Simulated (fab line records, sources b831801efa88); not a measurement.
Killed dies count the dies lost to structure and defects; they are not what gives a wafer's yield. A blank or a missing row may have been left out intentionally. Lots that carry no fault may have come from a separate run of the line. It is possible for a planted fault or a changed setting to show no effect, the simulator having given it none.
The tool behind it: which one? ; flow sky130 ; Sampling: 10 lots, 30 wafers, 7 of 708 route steps

WHAT THE GAUGES SHOWED, per wafer
SKY_RES_XHIGH_TW_MEAS_09.
lot;measured;on;RES_XHIGH_TW
L620;day 26 11:11;filmMetro-04;1640 1643 1643
L622;day 27 18:36;filmMetro-02;1629 1640 1625
L623;day 27 18:08;filmMetro-02;1636 1636 1635
L625;day 28 08:30;filmMetro-03;1616 1616 1616
L630;day 30 06:05;filmMetro-02;1626 1625 1625
L632;day 30 22:23;filmMetro-02;1628 1621 1623
L633;day 32 20:50;filmMetro-04;2011 2016 2021
L638;day 32 21:22;filmMetro-04;1640 1638 1641
L640;day 33 14:18;filmMetro-02;1993 1991 1991
L643;day 34 20:21;filmMetro-02;2004 1994 2005

SKY_SD_N_OVL_MEAS_08.
lot;measured;on;SD_N_OVL (nm)
L620;day 27 15:36;overlay-01;-0.4 0.4 1.8
L622;day 28 22:46;overlay-01;2.0 0.6 -0.4
L623;day 28 22:09;overlay-01;-0.7 0.1 -0.8
L625;day 29 12:46;overlay-01;0.7 3.3 2.8
L630;day 31 09:28;overlay-02;0.0 0.7 1.8
L632;day 32 01:48;overlay-02;2.3 -0.9 1.1
L633;day 33 22:30;overlay-01;1.3 -0.5 0.7
L638;day 34 00:08;overlay-02;0.7 -1.2 0.1
L640;day 34 17:03;overlay-02;1.6 1.2 0.3
L643;day 35 22:52;overlay-01;2.2 2.7 2.1

SKY_SD_N_RS_MEAS_18: the measuring method here is four-point-probe.
lot;measured;on;RES_XHIGH_RS (ohm/sq)
L620;day 27 16:35;filmMetro-04;334.6 333.0 334.2
L622;day 28 23:45;filmMetro-03;333.5 332.9 332.7
L623;day 28 23:08;filmMetro-04;333.0 333.0 333.3
L625;day 29 13:43;filmMetro-04;333.7 332.1 333.0
L630;day 31 10:26;filmMetro-02;332.3 332.8 331.8
L632;day 32 02:46;filmMetro-02;332.2 333.3 331.2
L633;day 33 23:29;filmMetro-04;203.7 203.5 203.6
L638;day 34 01:11;filmMetro-04;332.4 333.1 333.3
L640;day 34 18:10;filmMetro-02;204.0 203.7 203.7
L643;day 35 23:53;filmMetro-02;203.6 203.9 203.5

TOOL THAT RAN EACH LOT (tool first, then ch and the chambers of the sampled wafers, then the start)
lot;SKY_LDD_LDN_STRIP_12;SKY_POLY_CUT_ETCH_10;SKY_RES_XHIGH_IMPLANT_07;SKY_RES_XHIGH_STRIP_08
L620;plasmaAsher-01 ch 0,1, day 22 15:58;rieDiel-02 ch 0,1,2, day 24 00:17;implanter-04 ch 0, day 26 10:57;plasmaAsher-03 ch 0,1, day 26 11:05
L622;plasmaAsher-02 ch 0,1, day 23 13:19;rieDiel-04 ch 0,3, day 25 08:19;implanter-04 ch 0, day 27 18:21;plasmaAsher-03 ch 0,1, day 27 18:30
L623;plasmaAsher-04 ch 0,1, day 23 21:59;rieDiel-04 ch 2,3, day 25 07:44;implanter-01 ch 0, day 27 17:54;plasmaAsher-01 ch 0,1, day 27 18:02
L625;plasmaAsher-04 ch 0,1, day 24 16:43;rieDiel-04 ch 1,2, day 25 23:17;implanter-02 ch 0, day 28 08:15;plasmaAsher-02 ch 0,1, day 28 08:24
L630;plasmaAsher-02 ch 0,1, day 26 11:56;rieDiel-04 ch 0,3, day 27 20:05;implanter-04 ch 0, day 30 05:50;plasmaAsher-02 ch 0,1, day 30 05:59
L632;plasmaAsher-02 ch 0,1, day 27 08:55;rieDiel-01 ch 0,1, day 28 14:50;implanter-02 ch 0, day 30 22:08;plasmaAsher-03 ch 0,1, day 30 22:17
L633;plasmaAsher-01 ch 0,1, day 29 05:08;rieDiel-01 ch 0,2,3, day 30 12:32;implanter-01 ch 0, day 32 20:17;plasmaAsher-03 ch 0,1, day 32 20:43
L638;plasmaAsher-01 ch 0,1, day 29 06:42;rieDiel-04 ch 1,2,3, day 30 12:53;implanter-04 ch 0, day 32 21:09;plasmaAsher-02 ch 0,1, day 32 21:16
L640;plasmaAsher-01 ch 0, day 30 01:56;rieDiel-02 ch 2,3, day 31 07:05;implanter-02 ch 0, day 33 13:44;plasmaAsher-01 ch 0,1, day 33 14:12
L643;plasmaAsher-04 ch 0,1, day 31 09:31;rieDiel-01 ch 0,2, day 32 15:27;implanter-04 ch 0, day 34 19:47;plasmaAsher-03 ch 0,1, day 34 20:15
- SKY_LDD_LDN_STRIP_12: strips in O2/N2.
- SKY_POLY_CUT_ETCH_10: etches BARC in N2/H2, stops on SiO2, time 45.9 s, target depth 60 nm.
- SKY_RES_XHIGH_IMPLANT_07
- SKY_RES_XHIGH_STRIP_08: strips in O2/N2.

AS READ BY THE TOOLS THEMSELVES (means over the sampled wafers that have a number; for cases with no such wafer, the mark the record gives instead)
SKY_LDD_LDN_STRIP_12.
lot;tool;drypumpMotorCurrentA (A);oesProductAu (a.u.);stripTimeToEndpointS (s)
L620;plasmaAsher-01;5.7;0.714;14.20
L622;plasmaAsher-02;5.3;0.716;14.07
L623;plasmaAsher-04;6.2;0.720;14.20
L625;plasmaAsher-04;6.2;0.715;14.15
L630;plasmaAsher-02;5.4;0.720;14.20
L632;plasmaAsher-02;5.4;0.710;14.18
L633;plasmaAsher-01;5.6;0.718;14.17
L638;plasmaAsher-01;5.6;0.714;14.18
L640;plasmaAsher-01;5.4;0.711;14.26
L643;plasmaAsher-04;6.2;0.714;14.18

SKY_POLY_CUT_ETCH_10.
lot;tool;drypumpMotorCurrentA (A);oesProductAu (a.u.);rfFwdPowerW (W);throttleValvePct (%)
L620;rieDiel-02;5.3;0.858;495.7;13.231
L622;rieDiel-04;5.9;0.849;495.0;13.222
L623;rieDiel-04;6.5;0.858;496.5;13.232
L625;rieDiel-04;5.9;0.855;494.5;13.230
L630;rieDiel-04;5.9;0.852;496.1;13.236
L632;rieDiel-01;5.9;0.859;493.9;13.235
L633;rieDiel-01;6.0;0.856;493.0;13.216
L638;rieDiel-04;6.1;0.850;496.3;13.231
L640;rieDiel-02;5.3;0.853;497.1;13.229
L643;rieDiel-01;6.0;0.857;495.8;13.223

SKY_RES_XHIGH_IMPLANT_07.
lot;tool;beamEnergyKeV
L620;implanter-04;19.999
L622;implanter-04;19.997
L623;implanter-01;20.002
L625;implanter-02;19.998
L630;implanter-04;20.004
L632;implanter-02;20.002
L633;implanter-01;20.005
L638;implanter-04;19.989
L640;implanter-02;20.003
L643;implanter-04;20.000

SKY_RES_XHIGH_STRIP_08.
lot;tool;drypumpMotorCurrentA (A);oesProductAu (a.u.);stripTimeToEndpointS (s)
L620;plasmaAsher-03;6.3;0.711;14.33
L622;plasmaAsher-03;6.3;0.711;14.26
L623;plasmaAsher-01;5.7;0.712;14.29
L625;plasmaAsher-02;5.8;0.712;14.28
L630;plasmaAsher-02;5.8;0.712;14.26
L632;plasmaAsher-03;6.1;0.714;14.36
L633;plasmaAsher-03;6.3;0.691;15.13
L638;plasmaAsher-02;5.4;0.710;14.31
L640;plasmaAsher-01;5.6;0.686;15.08
L643;plasmaAsher-03;6.1;0.683;15.03

THE ANSWER, worked out from the rows above alone
Rule: usual is defined by the lots themselves. Put in order of their means at a reading, lots are off if they are a third of the lots or fewer, leave a main group of 4 or more, and stand apart from it by a gap of 3 or more times the standard deviation of the main group's means; of several such gaps the widest counts. Not used: any main group whose means are identical at the precision the tables above print for the reading. A lot without any number at a reading at which 4 lots or more have one is off too. Where the step has rows for the other lots, those lots are counted as sound. Order of review: gauges by route order, followed by the tools' own readings, for which a lot's mean as printed above is used. The first step at which some lot is off is used, and at that step the reading that is off furthest; a lot without a number counts as furthest.
Off: at SKY_RES_XHIGH_TW_MEAS_09 (RES_XHIGH_TW), L633, L640, L643. The main group: mean 1631, standard deviation 8.6.
If a tool, at a process step before that reading, ran all the lots that are off and no sound lot after the first of them, it fits. The gauges at SKY_RES_XHIGH_TW_MEAS_09 aren't tried: what is off there is off at SKY_RES_XHIGH_STRIP_08 too, on other tools, and a gauge's error can't cause that. Of those tried, none fits.

WHAT THE SIMULATOR PUT IN
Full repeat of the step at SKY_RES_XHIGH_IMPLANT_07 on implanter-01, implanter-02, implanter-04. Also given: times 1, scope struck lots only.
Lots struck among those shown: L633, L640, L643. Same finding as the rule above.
